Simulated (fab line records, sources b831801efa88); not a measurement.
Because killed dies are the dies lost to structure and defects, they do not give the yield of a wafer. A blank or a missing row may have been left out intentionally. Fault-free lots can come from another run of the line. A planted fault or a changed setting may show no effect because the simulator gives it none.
Chamber matching | flow sky130 | 3 sister chambers for SKY_PASSIVATION_CVD_00 on pecvd-02
The step deposits SiO2, target thk 90 nm. 3 wafers are shown with their chamber, then 7 later ones without.

WAFERS PAIRED WITH THEIR CHAMBERS
wafer  | chamber | heater power w (W)
L086.3 | 2       | 648
L088.2 | 1       | 760
L088.3 | 0       | 588

WAFERS MISSING THEIR CHAMBER
wafer  | heater power w (W)
L088.5 | 760
L095.1 | 703
L095.2 | 632
L095.3 | 768
L096.2 | 609
L096.3 | 735
L096.4 | 615

THE CHAMBER EACH PASSED THROUGH
wafer  | from the rows above     | in truth
L088.5 | 1                       | 1
L095.1 | can't be placed: 2 or 1 | 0
L095.2 | can't be placed: 2 or 0 | 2
L095.3 | 1                       | 1
L096.2 | can't be placed: 0 or 2 | 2
L096.3 | 1                       | 1
L096.4 | can't be placed: 0 or 2 | 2
3 of 7 placed correctly. Not placeable from these rows: 4 (in 3, the candidates include the true chamber). Wrongly placed: 0.
How it was worked out, from the rows above alone: a wafer's distance from a chamber is the root of the sum, over the readings, of the square of ((its reading less the chamber's mean) divided by the reading's scatter). The wafer belongs to the nearest chamber; if the next one is less than 2 further off, it can't be placed. Each chamber's mean is taken over the wafers shown for it. The scatter (one wafer shown for each chamber): square how far every hidden wafer sits from the nearest shown wafer, average those squares and take the square root.
